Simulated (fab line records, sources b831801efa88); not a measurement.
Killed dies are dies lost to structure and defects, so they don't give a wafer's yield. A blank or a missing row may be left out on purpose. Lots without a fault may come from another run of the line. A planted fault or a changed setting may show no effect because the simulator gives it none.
fab line records | flow gf180mcu
record lots=6 wafers=18 last_day=34
route steps=602 shown DNWELL@34 NWELL@42
lots that met no fault: from a run of the same line without faults
start_h: hours from the record's first day to the start of the lot's first wafer shown | wait_h: hours since the lot's step before | " the same as in the row above | L1.1+2: a row that stands for several wafers | - no value, or no start given | * or withheld: withheld | < > ~ a bound
route shown NAME@n: a module of which the file shows steps, and the number in the route of the first | usual: mean/standard deviation of fault-free wafers | same: alike in all rows | chamber/n: place in a boat | sites: the reading at each site | _std_site: their standard deviation | _edge_site: outer sites' mean less inner sites' | radius_mm: how far each site lies from the wafer's centre | mask NAME#n: copy n | behind: the tool/chamber that last shaped the wafer | hold: why the lot was held/for how many hours/how that ended | device: the transistor (n, p or np) that didn't switch | end of line: the same wafers' tests at the end of the route | a step without rows: its recipe alone | killed: dies lost to structure and defects at the first sort, not the wafer's yield | map: a wafer's dies, x killed, . not, _ none there
set.NAME: the setting as run; set.NAME@STEP: as run at that earlier step | model.NAME: the simulator's own value behind a step, which no gauge read
lots at some steps of the route; a table a step, a row a wafer
services: from which hour (start_h, from the record's first day; less than 0 if before it) a tool's chamber was out of use, for how many hours, and why
## steps
# step GF_DNWELL_COAT_02
# recipe spin_rpm=2000 resist_thk_nm=3000
# step GF_DNWELL_SOFTBAKE_03
# recipe temp_c=110 time_s=withheld
# step GF_DNWELL_EXPOSE_04
# recipe mask_id=DNWELL target_cd_nm=1700 na=0.6 source_shape=conventional sigma_outer=0.6 dose_mj=260
# step GF_DNWELL_PEB_05
# recipe temp_c=115 time_s=withheld
# step GF_DNWELL_DEVELOP_06
# recipe wall_angle_deg=90 develop_time_s=60 dev_temp_c=23
# step GF_DNWELL_IMPLANT_07
# recipe species=P energy_kev=1500 dose_cm2=1e+13 tilt_deg=0
# step GF_DNWELL_STRIP_08
# recipe chemistry=O2/N2 power_w=1400 pressure_mtorr=1500 platen_temp_c=250 o2_flow_sccm=3000 n2_flow_sccm=300 overash_fraction=0.5
# usual drypump_motor_current_A=5.6/0.42 heater_power_w=363/26 oes_product_au=0.722/0.0049 strip_time_to_endpoint_s=36.98/0.11
# same overash_fraction=0.5
# columns lot.wafer tool chamber start_h wait_h drypump_motor_current_A heater_power_w oes_product_au rf_hours_counter_h strip_time_to_endpoint_s
L228.4 plasma_asher-03 0 67.09 0.1 5.5 358 0.724 - 36.97
L228.5 " 1 " " 6.3 346 0.716 - 36.99
L228.6 " 0 " " 5.5 367 0.726 - 37.10
L232.2 plasma_asher-03 1 86.04 0.1 6.3 354 0.731 27 36.80
L232.4 " 0 " " 5.5 372 0.713 - 36.80
L232.6 " 0 " " 5.5 356 0.719 - 36.80
L234.2 plasma_asher-01 0 98.54 0.1 5.6 327 0.727 46 37.05
L234.3 " 0 " " 5.6 337 0.727 - 37.12
L234.4 " 1 " " 5.1 392 0.723 - 37.09
L241.1 plasma_asher-03 0 141.19 0.1 5.5 353 0.726 33 37.00
L241.3 " 0 " " 5.5 376 0.718 - 36.89
L241.4 " 1 " " 6.3 358 0.715 - 36.95
L242.2 plasma_asher-01 1 143.09 0.1 5.1 420 0.721 2 36.90
L242.4 " 1 " " 5.1 418 0.716 - 36.96
L242.5 " 1 " " 5.1 405 0.723 - 37.03
L243.1 plasma_asher-01 0 148.59 0.1 5.6 325 0.726 3 36.97
L243.2 " 1 " " 5.1 414 0.722 3 36.89
L243.4 " 1 " " 5.1 399 0.721 - 36.86
# step GF_DNWELL_TW_MEAS_09
# usual DNWELL_TW=1353/12
# columns lot.wafer tool chamber start_h wait_h DNWELL_TW
L228.4 film_metro-04 - 67.18 0.1 1352
L228.5 " - " " 1354
L228.6 " - " " 1354
L232.2 film_metro-02 - 86.15 0.1 1337
L232.4 " - " " 1337
L232.6 " - " " 1347
L234.2 film_metro-02 - 98.65 0.1 1344
L234.3 " - " " 1341
L234.4 " - " " 1340
L241.1 film_metro-03 - 141.29 0.1 1366
L241.3 " - " " 1361
L241.4 " - " " 1368
L242.2 film_metro-04 - 143.20 0.1 1369
L242.4 " - " " 1364
L242.5 " - " " 1369
L243.1 film_metro-04 - 148.69 0.1 1339
L243.2 " - " " 1345
L243.4 " - " " 1346
# step GF_NWELL_DEHYDRATE_00
# recipe temp_c=200 time_s=60
# step GF_NWELL_HMDS_01
# recipe prime_time_s=60 prime_temp_c=120
# step GF_NWELL_COAT_02
# recipe spin_rpm=2000 resist_thk_nm=3000
# step GF_NWELL_SOFTBAKE_03
# recipe temp_c=110 time_s=withheld
# step GF_NWELL_EXPOSE_04
# recipe mask_id=Nwell target_cd_nm=860 na=0.6 source_shape=conventional sigma_outer=0.6 dose_mj=260
# usual exposure_dose_mJ_cm2=260.02/0.26 focus_offset_nm=0.1/0.53
# columns lot.wafer tool chamber start_h wait_h mask exposure_dose_mJ_cm2 focus_offset_nm
L228.4 iline_stepper-02 0 74.24 - Nwell#0 259.79 0.7
L228.5 " 0 " " Nwell#0 259.89 0.1
L228.6 " 0 " " Nwell#0 259.72 0.0
L232.2 iline_stepper-01 0 93.19 - Nwell#0 260.12 0.1
L232.4 " 0 " " Nwell#0 260.02 0.1
L232.6 " 0 " " Nwell#0 259.44 -0.5
L234.2 iline_stepper-01 0 105.17 - Nwell#0 260.30 0.3
L234.3 " 0 " " Nwell#0 260.37 0.2
L234.4 " 0 " " Nwell#0 259.82 -0.2
L241.1 iline_stepper-02 - 148.90 - Nwell#0 - -
L241.3 " - " " Nwell#0 - -
L241.4 " - " " Nwell#0 - -
L242.2 iline_stepper-02 - 150.52 - Nwell#0 - -
L242.4 " - " " Nwell#0 - -
L242.5 " - " " Nwell#0 - -
L243.1 iline_stepper-02 0 156.55 - Nwell#0 260.18 0.3
L243.2 " 0 " " Nwell#0 260.25 0.5
L243.4 " 0 " " Nwell#0 260.11 -0.3
# step GF_NWELL_PEB_05
# recipe temp_c=115 time_s=withheld
## services
# columns tool chamber start_h hours kind
plasma_asher-03 - 54.58 7.4 repair
iline_stepper-02 0 72.76 - calibration
iline_stepper-02 - 103.33 11.0 repair
plasma_asher-01 - 108.77 9.0 pm
plasma_asher-01 0 108.77 9.0 vent_cycle
plasma_asher-01 1 108.77 9.0 vent_cycle
plasma_asher-01 0 117.77 - clean
plasma_asher-01 1 117.77 - clean
plasma_asher-01 - 123.03 3.6 repair
iline_stepper-02 - 124.06 1.4 repair
iline_stepper-01 - 153.27 11.3 repair
## key
first_sign step=GF_NWELL_EXPOSE_04 reading=tool_record direction=missing
effect none on later readings
met_at GF_NWELL_EXPOSE_04
struck_wafers L241.1,L241.3,L241.4,L242.2,L242.4,L242.5
sort_left_out L241.1,L241.3,L241.4,L242.2,L242.4,L242.5
tester_left_out L241,L242
onset_between 74.24 148.90
fault kind=skipped_step_whole tool=iline_stepper-02 chamber=- onset_h=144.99 steps=GF_NWELL_EXPOSE_04 scope=struck_lots_only
# tester_left_out: of these lots the tester's yield and bins aren't shown, on N5 and GAA mostly nor the transistor test; their killed dies are dies lost to structure and defects alone, not to doping, threshold or leakage, so they don't give the yield
# sort_left_out: the simulated sort isn't trusted on such a fault, so these wafers' sort isn't shown, and their yield isn't known
